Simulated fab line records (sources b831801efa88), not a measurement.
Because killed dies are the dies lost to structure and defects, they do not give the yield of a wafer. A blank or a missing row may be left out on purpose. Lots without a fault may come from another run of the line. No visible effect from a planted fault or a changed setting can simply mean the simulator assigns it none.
fab line records | flow sfqLine
record: lots: 5 wafers: 23
route steps=325 shown M6@251 I6@270 M7@289 I7@297 M8@321
startH: hours from the record's opening day to when the first of the lot's shown wafers began | waitH: hours elapsed since this lot's preceding step | " unchanged from the row above | L1.1+2: a row that stands for several wafers | - no value, or no start was given | * or withheld: withheld | < > ~ a bound
route shown NAME@n: NAME is a module with steps in the file, n the number in the route of the first one | usual: mean/standard deviation taken from wafers without a fault | same: alike in all rows | chamber/n: place in a boat | sites: the reading at each site | _std_site: how widely they spread, as a standard deviation | _edge_site: outer sites' mean less inner sites' | radiusMm: how far each site lies from the wafer's centre | mask NAME#n: copy n | behind: the last tool/chamber to shape the wafer | hold: what put the lot on hold/how long, in hours/how the hold closed | device: the n, p or np transistor that did not switch | end of line: tests run on the same wafers once the route is complete | step lacking rows: just its recipe | killed: count of dies lost to structure and defects at first sort (not the wafer's yield) | map: the dies of a wafer, with x for killed, . for not killed, _ for no die there
set.NAME: the run value of the setting; set.NAME@STEP: its run value at that earlier step | model.NAME: the simulator's own value behind a step, which no gauge read
lots whose settings were changed on purpose; a table a step, a row a wafer
== steps ==
step: SFQ_TRILAYER_M6_DEP_PRE_CLEAN_158
recipe: gas: Ar timeS: 22.5 biasV: 250
columns lot.wafer tool chamber startH waitH set.biasV set.timeS@TRILAYER_A5C_DEP_PECVD_142 model.SiO2_of_TRILAYER_A5C_DEP_PECVD_142.thkNm
L076.1 pvdSputter-06 - 1601.47 0.0 265.2 13.91 55.54
L076.2 " - " " 250 15.556 61.55
L076.3 " - " " 265.2 15.556 62.91
L076.5 " - " " 265.2 13.91 55.46
L076.6 " - " " 250 15.556 63.77
L081.2 pvdSputter-04 - 1660.67 0.0 250 15.556 61.94
L081.3 " - " " 250 15.556 61.02
L081.6 " - " " 250 15.556 63.64
L082.1 pvdSputter-04 - 1664.06 0.0 250 14.19 56.54
L082.2 " - " " 250 15.556 61.96
L082.3 " - " " 250 15.556 62.01
L082.5 " - " " 250 14.19 56.79
L082.6 " - " " 250 15.556 62.61
L083.1 pvdSputter-04 - 1726.58 0.0 262.8 14.11 55.98
L083.2 " - " " 262.8 15.556 62.41
L083.3 " - " " 250 15.556 61.11
L083.5 " - " " 250 14.11 57.4
L083.6 " - " " 250 15.556 62.73
L084.1 pvdSputter-05 - 1765.15 0.0 268.9 15.556 63.21
L084.2 " - " " 250 15.556 62.62
L084.3 " - " " 268.9 15.556 61.41
L084.4 " - " " 250 15.556 63.35
L084.6 " - " " 250 15.556 64.58
step: SFQ_TRILAYER_M6_LITHO_COAT_159
recipe: resist: KrF spinRpm: 3000 resistThkNm: 600
columns lot.wafer tool chamber startH waitH set.resistThkNm model.KrF_of_TRILAYER_M6_LITHO_COAT_159.thkNm
L076.1 lithoTrack-03 0 1602.07 0.2 600 601.3
L076.2 " 0 " " 600 599.4
L076.3 " 0 " " 600 601.6
L076.5 " 0 " " 610.8 612.8
L076.6 " 0 " " 610.8 611.6
L081.2 lithoTrack-03 0 1661.32 0.2 600 599.4
L081.3 " 0 " " 600 599.9
L081.6 " 0 " " 600 597.7
L082.1 lithoTrack-03 0 1664.66 0.2 600 598.6
L082.2 " 0 " " 631 628.8
L082.3 " 0 " " 631 629.1
L082.5 " 0 " " 631 628.1
L082.6 " 0 " " 600 597.9
L083.1 lithoTrack-04 0 1727.18 0.2 611.8 612
L083.2 " 0 " " 600 600.1
L083.3 " 0 " " 611.8 611.4
L083.5 " 0 " " 611.8 612.3
L083.6 " 0 " " 600 600.3
L084.1 lithoTrack-04 0 1765.75 0.2 581 583.3
L084.2 " 0 " " 600 600.5
L084.3 " 0 " " 581 582.7
L084.4 " 0 " " 581 582.3
L084.6 " 0 " " 600 602.5
step: SFQ_TRILAYER_M6_LITHO_SOFTBAKE_163
recipe: tempC: withheld timeS: withheld resist: KrF
step: SFQ_TRILAYER_M6_LITHO_EXPOSE_160
recipe: maskId: M6 na: 0.6 sourceShape: conventional sigmaOuter: 0.65 targetCdNm: 500 doseMj: 14.4
step: SFQ_TRILAYER_M6_LITHO_DEVELOP_161
recipe: timeS: 60 resist: KrF
step: SFQ_TRILAYER_M6_BARC_OPEN_METAL_ETCH_206
recipe: maskMaterial: PR chemistry: O2 targetDepthNm: 125 target: BARC icpW: 584.8 biasW: 80 pressureMtorr: 10 timeS: 41.7
columns lot.wafer tool chamber startH waitH set.resistThkNm@TRILAYER_M6_LITHO_COAT_159 model.KrF_of_TRILAYER_M6_LITHO_COAT_159.thkNm
L076.1 rieMetal-04 0 1652.30 0.0 600 524.8
L076.2 " 1 " " 600 523.1
L076.3 " 1 " " 600 525.3
L076.5 " 0 " " 610.8 536.5
L076.6 " 1 " " 610.8 535.4
L081.2 rieMetal-02 1 1727.55 0.0 600 523.3
L081.3 " 1 " " 600 523.7
L081.6 " 1 " " 600 521.9
L082.1 rieMetal-01 0 1728.75 0.0 600 522.7
L082.2 " 1 " " 631 553.9
L082.3 " 0 " " 631 552.7
L082.5 " 1 " " 631 552.8
L082.6 " 0 " " 600 521.7
L083.1 rieMetal-04 0 1729.95 0.0 611.8 535.7
L083.2 " 1 " " 600 524.5
L083.3 " 0 " " 611.8 534.9
L083.5 " 1 " " 611.8 536.6
L083.6 " 0 " " 600 524.2
L084.1 rieMetal-01 1 1767.86 0.0 581 508.2
L084.2 " 0 " " 600 524.6
L084.3 " 0 " " 581 507
L084.4 " 1 " " 581 507.5
L084.6 " 1 " " 600 528
step: SFQ_TRILAYER_M6_ETCH_METAL_ETCH_162
recipe: target: Nb stopOn: SiO2 maskMaterial: PR chemistry: Cl2/Ar targetDepthNm: 240 icpW: 600 biasW: 80 pressureMtorr: 10 timeS: 120
columns lot.wafer tool chamber startH waitH set.pressureMtorr set.resistThkNm@TRILAYER_M6_LITHO_COAT_159 model.KrF_of_TRILAYER_M6_LITHO_COAT_159.thkNm
L076.1 rieMetal-04 0 1652.36 0.0 10.65 600 379.6
L076.2 " 1 " " 10.65 600 379.9
L076.3 " 1 " " 10.65 600 382.1
L076.5 " 0 " " 10.65 610.8 392.2
L076.6 " 1 " " 10.65 610.8 391.6
L081.2 rieMetal-02 1 1727.61 0.0 10 600 381
L081.3 " 1 " " 10 600 379.7
L081.6 " 1 " " 10 600 378.6
L082.1 rieMetal-01 0 1728.81 0.0 11.13 600 379.1
L082.2 " 1 " " 11.13 631 413.2
L082.3 " 0 " " 11.13 631 408.2
L082.5 " 1 " " 11.13 631 412.2
L082.6 " 0 " " 11.13 600 377.7
L083.1 rieMetal-04 0 1730.01 0.0 10.44 611.8 393.5
L083.2 " 1 " " 10.44 600 383.8
L083.3 " 0 " " 10.44 611.8 392.5
L083.5 " 1 " " 10.44 611.8 396.9
L083.6 " 0 " " 10.44 600 380.7
L084.1 rieMetal-01 1 1767.92 0.0 8.899 581 372.3
L084.2 " 0 " " 8.899 600 386.7
L084.3 " 0 " " 8.899 581 369.1
L084.4 " 1 " " 8.899 581 371.3
L084.6 " 1 " " 8.899 600 392.5
step: SFQ_TRILAYER_I6_VIA_LITHO_COAT_174
recipe: resist: BARC spinRpm: 3000 resistThkNm: 62
columns lot.wafer tool chamber startH waitH set.resistThkNm model.BARC_of_TRILAYER_I6_VIA_LITHO_COAT_174.thkNm
L076.1 lithoTrack-03 0 1658.85 1.0 62 61.86
L076.2 " 0 " " 62 62.15
L076.3 " 0 " " 60.15 60.16
L076.5 " 0 " " 60.15 60.22
L076.6 " 0 " " 60.15 60.26
L081.2 lithoTrack-01 0 1733.59 0.8 62 62.32
L081.3 " 0 " " 62 62.09
L081.6 " 0 " " 62 62.05
L082.1 lithoTrack-02 0 1734.88 1.0 59.33 58.99
L082.2 " 0 " " 62 62.03
L082.3 " 0 " " 62 61.79
L082.5 " 0 " " 59.33 59.17
L082.6 " 0 " " 59.33 59.03
L083.1 lithoTrack-02 0 1737.88 1.0 62 61.68
L083.2 " 0 " " 59.77 59.72
L083.3 " 0 " " 62 61.65
L083.5 " 0 " " 59.77 59.5
L083.6 " 0 " " 59.77 59.6
L084.1 lithoTrack-02 0 1773.43 1.0 63.61 63.4
L084.2 " 0 " " 62 61.93
L084.3 " 0 " " 63.61 63.7
L084.4 " 0 " " 62 62.02
L084.6 " 0 " " 63.61 63.72
step: SFQ_TRILAYER_I6_VIA_LITHO_EXPOSE_170
recipe: maskId: I6 na: 0.6 sourceShape: conventional sigmaOuter: 0.65 targetCdNm: 700 doseMj: 21.3
columns lot.wafer tool chamber startH waitH mask set.doseMj
L076.1+3 krfScanner-02 0 1667.59 - I6#0 21.3
L076.2+5+6 " 0 " " I6#0 22.42
L081.2+3+6 krfScanner-02 0 1832.78 - I6#0 21.3
L082.1+2 krfScanner-02 0 1833.78 - I6#0 21.3
L082.3+5+6 " 0 " " I6#0 22.51
L083.1+2+6 krfScanner-02 0 1838.58 - I6#0 22.68
L083.3+5 " 0 " " I6#0 21.3
L084.1+6 krfScanner-01 0 1871.78 - I6#0 21.3
L084.2+3+4 " 0 " " I6#0 22
step: SFQ_TRILAYER_I6_VIA_LITHO_PEB_172
recipe: pebTempC: 115 pebTimeS: 60 resist: KrF
step: SFQ_TRILAYER_I6_VIA_LITHO_DEVELOP_171
recipe: timeS: 60 resist: KrF
step: SFQ_TRILAYER_I6_VIA_BARC_OPEN_VIA_ETCH_235
recipe: maskMaterial: PR chemistry: O2 targetDepthNm: 125 target: BARC sourceW: 500 biasW: 78.92 pressureMtorr: 30 timeS: 41.7
columns lot.wafer tool chamber startH waitH set.resistThkNm@TRILAYER_I6_VIA_LITHO_COAT_174 set.doseMj@TRILAYER_I6_VIA_LITHO_EXPOSE_170 model.I6.cdNm model.etch.depthNm
L076.1 rieDiel-01 3 1669.12 0.0 62 21.3 701.2 61.86
L076.2 " 0 " " 62 22.42 709.3 62.15
L076.3 " 2 " " 60.15 21.3 701.5 60.16
L076.5 " 2 " " 60.15 22.42 709.2 60.22
L076.6 " 3 " " 60.15 22.42 708.6 60.26
L081.2 rieDiel-01 0 1834.11 0.0 62 21.3 700.3 62.32
L081.3 " 2 " " 62 21.3 698.4 62.09
L081.6 " 0 " " 62 21.3 699.8 62.05
L082.1 rieDiel-04 3 1835.31 0.0 59.33 21.3 701.5 -
L082.2 " 2 " " 62 21.3 698.7 62.03
L082.3 " 0 " " 62 22.51 709.2 61.79
L082.5 " 0 " " 59.33 22.51 709.9 -
L082.6 " 1 " " 59.33 22.51 708.2 -
L083.1 rieDiel-02 3 1840.11 0.0 62 22.68 709.3 61.68
L083.2 " 2 " " 59.77 22.68 708.5 -
L083.3 " 0 " " 62 21.3 699.6 61.65
L083.5 " 1 " " 59.77 21.3 699.3 -
L083.6 " 2 " " 59.77 22.68 708.6 -
L084.1 rieDiel-01 0 1873.32 0.0 63.61 21.3 700.3 -
L084.2 " 1 " " 62 22 705.8 61.93
L084.3 " 2 " " 63.61 22 704.8 63.7
L084.4 " 3 " " 62 22 705.2 -
L084.6 " 0 " " 63.61 21.3 701.4 63.72
step: SFQ_TRILAYER_I6_VIA_ETCH_VIA_ETCH_172
recipe: target: SiO2 stopOn: Nb maskMaterial: PR taperDeg: 20 chemistry: CHF3 targetDepthNm: 260 sourceW: 500 biasW: 80 pressureMtorr: 30 timeS: withheld
columns lot.wafer tool chamber startH waitH set.doseMj@TRILAYER_I6_VIA_LITHO_EXPOSE_170 model.I6.cdNm
L076.1 rieDiel-01 3 1669.16 0.0 21.3 701.2
L076.2 " 0 " " 22.42 709.4
L076.3 " 2 " " 21.3 701.5
L076.5 " 2 " " 22.42 710
L076.6 " 3 " " 22.42 708.2
L081.2 rieDiel-01 0 1834.15 0.0 21.3 703.8
L081.3 " 2 " " 21.3 698.2
L081.6 " 0 " " 21.3 702.1
L082.1 rieDiel-04 3 1835.35 0.0 21.3 703.2
L082.2 " 2 " " 21.3 699.8
L082.3 " 0 " " 22.51 708.8
L082.5 " 0 " " 22.51 711.1
L082.6 " 1 " " 22.51 709.7
L083.1 rieDiel-02 3 1840.15 0.0 22.68 706.4
L083.2 " 2 " " 22.68 707.8
L083.3 " 0 " " 21.3 698.6
L083.5 " 1 " " 21.3 696.9
L083.6 " 2 " " 22.68 708.4
L084.1 rieDiel-01 0 1873.36 0.0 21.3 703.6
L084.2 " 1 " " 22 707.6
L084.3+4 " 2,3 " " 22 703.7
L084.6 " 0 " " 21.3 704.9
step: SFQ_TRILAYER_M7_LITHO_PEB_180
recipe: pebTempC: 115 pebTimeS: 60 resist: KrF
columns lot.wafer tool chamber startH waitH set.pebTempC
L076.1+6 lithoTrack-01 0 1676.11 1.0 118.2
L076.2+3+5 " 0 " " 115
L081.2+3+6 lithoTrack-01 0 1916.13 0.8 115
L082.1+2+3 lithoTrack-01 0 1918.51 1.0 115
L082.5+6 " 0 " " 113
L083.1+5+6 lithoTrack-04 0 1922.11 1.0 115
L083.2+3 " 0 " " 112.1
L084.1+2+3 lithoTrack-02 0 1957.60 1.0 115
L084.4+6 " 0 " " 113.3
step: SFQ_TRILAYER_M7_LITHO_DEVELOP_179
recipe: timeS: 60 resist: KrF
step: SFQ_TRILAYER_M7_BARC_OPEN_METAL_ETCH_229
recipe: maskMaterial: PR chemistry: O2 targetDepthNm: 125 target: BARC icpW: 600 biasW: 80 pressureMtorr: 10 timeS: 41.7
columns lot.wafer tool chamber startH waitH set.pebTempC@TRILAYER_M7_LITHO_PEB_180 model.M7.cdNm
L076.1 rieMetal-03 0 1676.45 0.0 118.2 446.4
L076.2 " 1 " " 115 508.4
L076.3 " 1 " " 115 508
L076.5 " 0 " " 115 499.3
L076.6 " 1 " " 118.2 446.2
L081.2 rieMetal-02 0 1916.44 0.0 115 501.4
L081.3+6 " 1,0 " " 115 500.7
L082.1 rieMetal-04 1 1918.84 0.0 115 508.5
L082.2 " 0 " " 115 508.6
L082.3 " 1 " " 115 501.5
L082.5 " 0 " " 113 547.2
L082.6 " 1 " " 113 539.4
L083.1 rieMetal-04 0 1922.44 0.0 115 491.2
L083.2 " 1 " " 112.1 548.9
L083.3 " 0 " " 112.1 559
L083.5 " 1 " " 115 491.7
L083.6 " 0 " " 115 499.5
L084.1 rieMetal-04 0 1957.94 0.0 115 501.8
L084.2 " 1 " " 115 503.3
L084.3 " 0 " " 115 502
L084.4 " 1 " " 113.3 534.2
L084.6 " 0 " " 113.3 534.7
step: SFQ_TRILAYER_I7_CMP_CMP_184
recipe: material: SiO2 downForcePsi: 3 platenRpm: 60 padVelocityMS: 0.94248
usual: timeToEndpointS: 216/5.9
columns lot.wafer tool chamber startH waitH set.downForcePsi timeToEndpointS
L076.2 cmp-02 1 1678.26 0.6 3 212
L076.1 " 3 1679.26 1.6 2.855 223
L076.3 " 0 " " 3 212
L076.6 " 1 " " 3 226
L076.5 " 2 " " 2.855 218
L081.3 cmp-01 2 1917.98 0.5 3 211
L081.2 " 0 1918.98 1.5 3 215
L081.6 " 1 " " 3 217
L082.1 cmp-02 0 1919.88 0.0 3 218
L082.2 " 1 " " 3 210
L082.3 " 2 " " 3 214
L082.5 " 0 1921.88 2.0 3 214
L082.6 " 1 " " 3 221
L083.1 cmp-02 3 1923.48 0.0 2.613 246
L083.2 " 1 1924.48 1.0 3 214
L083.3 " 2 " " 3 213
L083.5 " 3 " " 3 220
L083.6 " 0 " " 2.613 243
L084.4 cmp-01 3 1959.15 0.0 3.199 203
L084.1 " 0 " " 3 215
L084.3 " 1 " " 3.199 202
L084.2 " 2 " " 3 212
L084.6 " 0 1961.65 2.5 3 214
step: SFQ_TRILAYER_M8_DEP_EVAP_196
recipe: material: Au angularSpreadDeg: 1 targetThkNm: 180 timeS: 900 powerW: 2000
columns lot.wafer tool chamber startH waitH set.timeS model.Au_of_TRILAYER_M8_DEP_EVAP_196.thkNm
L076.1 pvdSputter-02 - 1789.73 0.1 900 178.3
L076.2 " - " " 900 180.8
L076.3 " - " " 900 175.6
L076.5 " - " " 966.9 190.5
L076.6 " - " " 966.9 191.8
L081.2 pvdSputter-01 - 1928.27 0.1 900 177.6
L081.3 " - " " 900 178
L081.6 " - " " 900 177.8
L082.1 pvdSputter-02 - 1931.51 0.1 900 183.1
L082.2 " - " " 1032 206.1
L082.3 " - " " 900 181.8
L082.5 " - " " 1032 206
L082.6 " - " " 900 183.7
L083.1 pvdSputter-01 - 1934.07 0.1 900 176.4
L083.2 " - " " 900 175.9
L083.3 " - " " 900 177.3
L083.5 " - " " 900 177.9
L083.6 " - " " 900 177
L084.1 pvdSputter-02 - 1976.26 0.1 991.8 201.3
L084.2 " - " " 900 180.6
L084.3 " - " " 900 181.1
L084.4 " - " " 991.8 199
L084.6 " - " " 991.8 199.8
step: SFQ_M8_RS_MEAS_949
recipe: thkMeasGauge: four-point-probe reads: Au_of_TRILAYER_M8_DEP_EVAP_196+Pt_of_TRILAYER_M8_DEP_EVAP_198+Ti_of_TRILAYER_M8_DEP_EVAP_197
usual: M8_AU_RS: 0.1537/0.0018
columns lot.wafer tool chamber startH waitH set.timeS@TRILAYER_M8_DEP_EVAP_196 M8_AU_RS[ohm/sq]
L076.1 filmMetro-04 - 1790.29 0.3 900 0.1553
L076.2 " - " " 900 0.1527
L076.3 " - " " 900 0.1575
L076.5 " - " " 966.9 0.1451
L076.6 " - " " 966.9 0.1442
L081.2 filmMetro-02 - 1928.80 0.3 900 0.1561
L081.3 " - " " 900 0.1556
L081.6 " - " " 900 0.1557
L082.1 filmMetro-02 - 1932.02 0.3 900 0.1512
L082.2 " - " " 1032 0.1340
L082.3 " - " " 900 0.1522
L082.5 " - " " 1032 0.1338
L082.6 " - " " 900 0.1508
L083.1 filmMetro-01 - 1934.59 0.3 900 0.1569
L083.2 " - " " 900 0.1569
L083.3 " - " " 900 0.1562
L083.5 " - " " 900 0.1554
L083.6 " - " " 900 0.1561
L084.1 filmMetro-04 - 1976.78 0.3 991.8 0.1372
L084.2 " - " " 900 0.1530
L084.3 " - " " 900 0.1526
L084.4 " - " " 991.8 0.1390
L084.6 " - " " 991.8 0.1382
step: SFQ_M8_THK_MEAS_950
recipe: thkMeasGauge: xrf reads: Au_of_TRILAYER_M8_DEP_EVAP_196
usual: M8_AU_THK: 178.7/2.3
columns lot.wafer tool chamber startH waitH set.timeS@TRILAYER_M8_DEP_EVAP_196 M8_AU_THK[nm]
L076.1 filmMetro-04 - 1790.41 0.1 900 175.6
L076.2 " - " " 900 177.5
L076.3 " - " " 900 173.4
L076.5 " - " " 966.9 186.8
L076.6 " - " " 966.9 189.3
L081.2 filmMetro-02 - 1928.91 0.1 900 176.6
L081.3 " - " " 900 175.4
L081.6 " - " " 900 176.8
L082.1 filmMetro-02 - 1932.14 0.1 900 182.4
L082.2 " - " " 1032 204.4
L082.3 " - " " 900 179.9
L082.5 " - " " 1032 204.1
L082.6 " - " " 900 182.1
L083.1 filmMetro-01 - 1934.71 0.1 900 177.2
L083.2 " - " " 900 176.7
L083.3 " - " " 900 177.9
L083.5 " - " " 900 178.5
L083.6 " - " " 900 177.4
L084.1 filmMetro-04 - 1976.90 0.1 991.8 198.6
L084.2 " - " " 900 179.4
L084.3 " - " " 900 179.3
L084.4 " - " " 991.8 196.7
L084.6 " - " " 991.8 198.0
== key ==
split: step: SFQ_TRILAYER_M6_DEP_PRE_CLEAN_158 setting: biasV stated: 250 by: wafer
response none clear
split: step: SFQ_TRILAYER_M6_LITHO_COAT_159 setting: resistThkNm stated: 600 by: wafer
response: step: SFQ_TRILAYER_M6_LITHO_COAT_159 reading: model.KrF_of_TRILAYER_M6_LITHO_COAT_159.thkNm change: +5.94 per: 1% r: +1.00
response: step: SFQ_TRILAYER_M6_BARC_OPEN_METAL_ETCH_206 reading: model.KrF_of_TRILAYER_M6_LITHO_COAT_159.thkNm change: +5.99 per: 1% r: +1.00
response: step: SFQ_TRILAYER_M6_ETCH_METAL_ETCH_162 reading: model.KrF_of_TRILAYER_M6_LITHO_COAT_159.thkNm change: +6.23 per: 1% r: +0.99
split: step: SFQ_TRILAYER_M6_ETCH_METAL_ETCH_162 setting: pressureMtorr stated: 10 by: lot
response none clear
split: step: SFQ_TRILAYER_I6_VIA_LITHO_COAT_174 setting: resistThkNm stated: 62 by: wafer
response: step: SFQ_TRILAYER_I6_VIA_LITHO_COAT_174 reading: model.BARC_of_TRILAYER_I6_VIA_LITHO_COAT_174.thkNm change: +0.621 per: 1% r: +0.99
response: step: SFQ_TRILAYER_I6_VIA_BARC_OPEN_VIA_ETCH_235 reading: model.etch.depthNm change: +0.626 per: 1% r: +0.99
split: step: SFQ_TRILAYER_I6_VIA_LITHO_EXPOSE_170 setting: doseMj stated: 21.3 by: wafer
response: step: SFQ_TRILAYER_I6_VIA_BARC_OPEN_VIA_ETCH_235 reading: model.I6.cdNm change: +1.48 per: 1% r: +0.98
response: step: SFQ_TRILAYER_I6_VIA_ETCH_VIA_ETCH_172 reading: model.I6.cdNm change: +1.37 per: 1% r: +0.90
split: step: SFQ_TRILAYER_M7_LITHO_PEB_180 setting: pebTempC stated: 115 by: wafer
response: step: SFQ_TRILAYER_M7_BARC_OPEN_METAL_ETCH_229 reading: model.M7.cdNm change: -22.1 per: 1% r: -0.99
split: step: SFQ_TRILAYER_I7_CMP_CMP_184 setting: downForcePsi stated: 3 by: wafer
response: step: SFQ_TRILAYER_I7_CMP_CMP_184 reading: timeToEndpointS change: * per: 1% r: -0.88
split: step: SFQ_TRILAYER_M8_DEP_EVAP_196 setting: timeS stated: 900 by: wafer
response: step: SFQ_TRILAYER_M8_DEP_EVAP_196 reading: model.Au_of_TRILAYER_M8_DEP_EVAP_196.thkNm change: +1.69 per: 1% r: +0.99
response: step: SFQ_M8_RS_MEAS_949 reading: M8_AU_RS change: -0.00129 per: 1% r: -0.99
response: step: SFQ_M8_THK_MEAS_950 reading: M8_AU_THK change: +1.64 per: 1% r: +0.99
split outsideThisFile step=SFQ_TRILAYER_A5C_DEP_PECVD_142 setting=timeS
split outsideThisFile: this setting was split too, and the file shows its column; the key of that split is in another file
